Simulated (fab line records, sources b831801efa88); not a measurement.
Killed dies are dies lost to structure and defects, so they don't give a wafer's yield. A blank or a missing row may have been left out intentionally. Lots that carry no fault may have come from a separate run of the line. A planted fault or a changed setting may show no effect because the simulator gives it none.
fab line records	flow sky130
record: lots: 7	wafers: 21	last_day: 49
route steps=708 shown DNWELL@44 PWDE@45 NWELL@56 PAD_OPEN@708
lots that met no fault: from a run of the same line without faults
start_h: hours from the record's opening day to when the first of the lot's shown wafers began	wait_h: time in hours since the lot's previous step	" as in the row above	L1.1+2: a single row standing in for several wafers	- no value present, or no start provided	* or withheld: withheld	< > ~ a bound
route shown NAME@n: names a module that has steps shown in the file, with the first one's number in the route	usual: mean and standard deviation over wafers with no fault	same: alike in all rows	chamber/n: place in a boat	sites: the reading at each site	_std_site: the values' standard deviation	_edge_site: inner sites' mean taken away from outer sites' mean	radius_mm: for every site, how far away it sits from the centre of the wafer	mask NAME#n: copy n	behind: tool/chamber where the wafer was last shaped	hold: what put the lot on hold/how long, in hours/how the hold closed	device: whichever transistor did not switch (one of n, p or np)	end of line: the same wafers' tests at the end of the route	for a step that has no rows: nothing shown but its recipe	killed: the dies lost at the first sort to structure and to defects; this is not the yield of the wafer	map: a wafer's dies, marking killed ones x, the rest . and places with no die _
set.NAME: the setting the step ran with; set.NAME@STEP: the setting that earlier step ran with	model.NAME: the simulator's own value behind a step, which no gauge read
lots at selected steps of the route; one table per step, one row per wafer
services: when a tool's chamber went out of use (start_h, in hours from the record's first day, below 0 if earlier), for how many hours, and the reason
== steps ==
step: SKY_DNWELL_TW_MEAS_09
usual: DNWELL_TW: 1106/13
lot.wafer	tool	chamber	start_h	wait_h	DNWELL_TW
L159.1	film_metro-01	-	51.53	0.1	1091
L159.4	"	-	"	"	1091
L159.6	"	-	"	"	1096
L161.2	film_metro-03	-	61.69	0.1	1107
L161.3	"	-	"	"	1110
L161.4	"	-	"	"	1103
L172.1	film_metro-03	-	123.58	0.1	1114
L172.4	"	-	"	"	1125
L172.6	"	-	"	"	1119
L173.2	film_metro-04	-	126.56	0.1	1123
L173.3	"	-	"	"	1125
L173.4	"	-	"	"	1113
L174.1	film_metro-04	-	131.93	0.1	1118
L174.3	"	-	"	"	1136
L174.6	"	-	"	"	1119
L176.3	film_metro-03	-	143.70	0.1	1116
L176.4	"	-	"	"	1116
L176.5	"	-	"	"	1121
L178.1	film_metro-04	-	157.48	0.1	1111
L178.5	"	-	"	"	1120
L178.6	"	-	"	"	1120
step: SKY_PWDE_DEHYDRATE_00
recipe: temp_c: 200	time_s: 60
step: SKY_PWDE_HMDS_01
recipe: prime_time_s: 60	prime_temp_c: 120
step: SKY_PWDE_COAT_02
recipe: spin_rpm: 2000	resist_thk_nm: 3000
step: SKY_PWDE_SOFTBAKE_03
recipe: temp_c: 110	time_s: withheld
step: SKY_PWDE_EXPOSE_04
recipe: mask_id: PWDEM	na: 0.6	source_shape: conventional	sigma_outer: 0.6	polarization: unpolarized	target_cd_nm: 840	dose_mj: 214
step: SKY_PWDE_PEB_05
recipe: temp_c: 115	time_s: withheld
step: SKY_PWDE_DEVELOP_06
recipe: wall_angle_deg: 90	developer: TMAH	develop_time_s: 58.67	dev_temp_c: 23
step: SKY_PWDE_OVL_MEAS_07
usual: PWDE_OVL: -0.5/1.6
lot.wafer	tool	chamber	start_h	wait_h	PWDE_OVL[nm]
L159.1	overlay-01	-	68.28	-	1.1
L159.4	"	-	"	"	0.8
L159.6	"	-	"	"	1.4
L161.2	overlay-01	-	77.96	-	4.1
L161.3	"	-	"	"	3.8
L161.4	"	-	"	"	2.1
L172.1	overlay-01	-	142.19	-	-0.2
L172.4	"	-	"	"	1.5
L172.6	"	-	"	"	0.9
L173.2	overlay-02	-	145.30	-	-0.8
L173.3	"	-	"	"	-0.3
L173.4	"	-	"	"	0.1
L174.1	overlay-02	-	151.49	-	-3.7
L174.3	"	-	"	"	-3.4
L174.6	"	-	"	"	-3.3
L176.3	overlay-02	-	163.77	-	-2.3
L176.4	"	-	"	"	-2.1
L176.5	"	-	"	"	-1.9
L178.1	overlay-01	-	177.68	-	-1.6
L178.5	"	-	"	"	-2.3
L178.6	"	-	"	"	-1.0
step: SKY_PWDE_IMPLANT_08
recipe: species: B	energy_kev: 150	dose_cm2: 3.6e+12	tilt_deg: withheld
step: SKY_PWDE_STRIP_09
recipe: chemistry: O2/N2	power_w: 1400	pressure_mtorr: 1500	platen_temp_c: withheld	o2_flow_sccm: 3000	n2_flow_sccm: 300	overash_fraction: 0.5
usual: drypump_motor_current_A: 6.1/0.43	oes_product_au: 0.723/0.0049	strip_time_to_endpoint_s: 36.99/0.088
lot.wafer	tool	chamber	start_h	wait_h	drypump_motor_current_A	oes_product_au	rf_hours_counter_h	strip_time_to_endpoint_s
L159.1	plasma_asher-03	0	68.46	0.1	6.5	0.730	25	36.80
L159.4	"	1	"	"	6.0	0.722	-	36.93
L159.6	"	0	"	"	6.5	0.732	-	36.96
L161.2	plasma_asher-02	0	78.14	0.1	5.0	0.720	40	37.06
L161.3	"	0	"	"	5.0	0.719	-	37.09
L161.4	"	1	"	"	6.2	0.725	-	37.12
L172.1	plasma_asher-02	1	142.38	0.1	6.2	0.714	2	36.85
L172.4	"	0	"	"	5.0	0.720	-	36.93
L172.6	"	1	"	"	6.2	0.720	-	36.87
L173.2	plasma_asher-03	1	145.48	0.1	6.0	0.716	33	37.12
L173.3	"	0	"	"	6.5	0.723	-	37.06
L173.4	"	1	"	"	6.0	0.719	-	36.99
L174.1	plasma_asher-04	1	151.68	0.1	6.2	0.728	47	37.14
L174.3	"	0	"	"	6.3	0.716	-	36.98
L174.6	"	1	"	"	6.1	0.725	-	37.11
L176.3	plasma_asher-04	0	163.97	0.1	6.2	0.718	-	36.95
L176.4	"	1	"	"	6.2	0.725	-	37.04
L176.5	"	0	"	"	6.2	0.731	-	37.03
L178.1	plasma_asher-03	1	177.86	0.1	6.0	0.729	37	37.03
L178.5	"	0	"	"	6.5	0.724	-	37.01
L178.6	"	1	"	"	6.0	0.722	-	37.05
step: SKY_PWDE_TW_MEAS_10
usual: PWDE_TW: 371/4.3
lot.wafer	tool	chamber	start_h	wait_h	PWDE_TW
L159.1	film_metro-01	-	68.56	0.1	369
L159.4	"	-	"	"	368
L159.6	"	-	"	"	368
L161.2	film_metro-03	-	78.25	0.1	371
L161.3	"	-	"	"	371
L161.4	"	-	"	"	372
L172.1	film_metro-04	-	142.48	0.1	376
L172.4	"	-	"	"	379
L172.6	"	-	"	"	379
L173.2	film_metro-03	-	145.59	0.1	370
L173.3	"	-	"	"	371
L173.4	"	-	"	"	369
L174.1	film_metro-04	-	151.78	0.1	376
L174.3	"	-	"	"	377
L174.6	"	-	"	"	376
L176.3	film_metro-01	-	164.06	0.1	367
L176.4	"	-	"	"	365
L176.5	"	-	"	"	363
L178.1	film_metro-03	-	177.96	0.1	373
L178.5	"	-	"	"	372
L178.6	"	-	"	"	371
step: SKY_NWELL_DEHYDRATE_03
recipe: temp_c: 200	time_s: 60
usual: heater_power_total_W: 160.37/0.12	resist_line_temp_C: 22.98/0.099	run_length_s: 89.14/0.14
lot.wafer	tool	chamber	start_h	wait_h	heater_power_total_W	resist_line_temp_C	run_length_s
L159.1	litho_track-02	0	76.00	7.4	160.49	22.94	89.01
L159.4	"	0	"	"	160.12	23.03	89.17
L159.6	"	0	"	"	160.23	23.02	89.31
L161.2	litho_track-01	0	86.37	8.1	160.19	23.00	89.03
L161.3	"	0	"	"	160.25	23.03	89.10
L161.4	"	0	"	"	160.39	23.14	89.15
L172.1	litho_track-02	0	152.25	9.8	163.71	23.02	85.38
L172.4	"	0	"	"	163.75	22.98	85.41
L172.6	"	0	"	"	163.61	22.93	85.57
L173.2	litho_track-02	0	155.33	9.7	163.67	22.85	85.34
L173.3	"	0	"	"	163.71	23.04	85.34
L173.4	"	0	"	"	163.81	23.02	85.48
L174.1	litho_track-02	0	161.30	9.5	163.62	22.98	85.32
L174.3	"	0	"	"	163.85	22.79	85.44
L174.6	"	0	"	"	163.78	22.83	85.51
L176.3	litho_track-01	0	174.29	10.2	160.30	23.02	89.04
L176.4	"	0	"	"	160.42	22.87	89.38
L176.5	"	0	"	"	160.30	22.97	89.02
L178.1	litho_track-01	0	187.54	9.6	160.29	22.87	89.02
L178.5	"	0	"	"	160.37	22.91	89.38
L178.6	"	0	"	"	160.41	23.07	89.11
step: SKY_NWELL_HMDS_04
recipe: prime_time_s: 60	prime_temp_c: 120
step: SKY_PAD_OPEN_PROBE_99
usual: killed_at_M0_to_M3: 43/6.8	killed_at_M4_up: 3.2/1.7	killed_at_contacts: 24/5.6	killed_at_front_end: 15/4.7	killed_at_other: 0.3/0.59	killed_dies: 86/10	killed_open: 47/6.8	killed_short: 39/6.4
same: gross_dies: 492	killed_at_back_side: 0
lot.wafer	tool	chamber	start_h	wait_h	killed_at_M0_to_M3	killed_at_M4_up	killed_at_contacts	killed_at_front_end	killed_at_other	killed_dies	killed_open	killed_short
L176.3	prober-02	-	1182.16	0.2	40	3	37	19	1	100	61	39
L176.4	prober-02	-	1182.21	0.2	32	3	34	16	1	86	43	43
L176.5	prober-02	-	1182.26	0.2	48	1	20	18	0	87	59	28
L178.1	prober-01	-	1183.56	0.1	41	2	17	14	0	74	45	29
L178.5	prober-01	-	1183.76	0.2	45	5	19	11	0	80	46	34
L178.6	prober-01	-	1183.81	0.2	44	1	27	14	1	87	54	33
killed by level:class
L176.3 CONTACT:geometric_particle:open=18 VIA1:geometric_particle:open=15 LI_CONTACT:geometric_particle:short=7 LI_CONTACT:geometric_particle:open=7 VIA3:geometric_particle:open=5 FIELD_ISO:geometric_particle:short=4 METAL2:geometric_particle:open=4 VIA2:geometric_particle:open=4
L176.4 CONTACT:geometric_particle:open=15 CONTACT:geometric_particle:short=7 VIA1:geometric_particle:open=6 METAL2:geometric_particle:short=5 LOCAL_INTERCONNECT:geometric_particle:short=5 VIA2:geometric_particle:open=5 VIA3:geometric_particle:open=5 FIELD_ISO:geometric_particle:short=4
L176.5 VIA1:geometric_particle:open=13 VIA2:geometric_particle:open=9 CONTACT:geometric_particle:open=7 VIA3:geometric_particle:open=7 LI_CONTACT:geometric_particle:open=6 CONTACT:geometric_particle:short=5 METAL2:geometric_particle:short=5 FIELD_ISO:geometric_particle:short=4
L178.1 VIA1:geometric_particle:open=9 CONTACT:geometric_particle:open=7 METAL1:geometric_particle:short=7 VIA3:geometric_particle:open=6 LI_CONTACT:geometric_particle:open=5 FIELD_ISO:geometric_particle:open=4 VIA2:geometric_particle:open=4 POLY_GATE:geometric_particle:open=4
L178.5 VIA1:geometric_particle:open=19 CONTACT:geometric_particle:short=6 VIA2:geometric_particle:open=6 LI_CONTACT:geometric_particle:open=5 FIELD_ISO:geometric_particle:open=4 METAL1:geometric_particle:short=4 CONTACT:geometric_particle:open=4 VIA1:geometric_particle:short=4
L178.6 VIA1:geometric_particle:open=12 LI_CONTACT:geometric_particle:open=8 CONTACT:geometric_particle:open=8 CONTACT:geometric_particle:short=6 SPACER:geometric_particle:open=5 METAL1:geometric_particle:short=5 METAL2:geometric_particle:short=5 VIA2:geometric_particle:short=4
== services ==
tool	chamber	start_h	hours	kind
litho_track-02	-	52.45	-	consumable_replace:filter
plasma_asher-02	-	66.84	0.5	repair
plasma_asher-02	-	108.75	9.0	pm
plasma_asher-02	0	108.75	9.0	vent_cycle
plasma_asher-02	1	108.75	9.0	vent_cycle
plasma_asher-02	0	117.75	-	clean
plasma_asher-02	1	117.75	-	clean
plasma_asher-02	-	174.68	13.5	repair
== key ==
first_sign: step: SKY_NWELL_DEHYDRATE_03	reading: heater_power_total_W	direction: up	sigmas: 27	usual: *	struck: *
effect: step: SKY_NWELL_DEHYDRATE_03	reading: run_length_s	direction: down	sigmas: 26	usual: *	struck: *
met_at SKY_NWELL_DEHYDRATE_03
struck_wafers L172.1,L172.4,L172.6,L173.2,L173.3,L173.4,L174.1,L174.3,L174.6
tester_left_out L172,L173,L174
onset_between 76.00 152.25
fault: kind: process_parameter_drift	tool: litho_track-02	chamber: -	onset_h: 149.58	steps: SKY_NWELL_DEHYDRATE_03	channel: time_s	offset: *	shape: step	end_h: 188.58	acts_in: *	stated: *
tester_left_out: of these lots the tester's yield and bins aren't shown, on N5 and GAA mostly nor the transistor test; their killed dies are dies lost to structure and defects alone, not to doping, threshold or leakage, so they don't give the yield
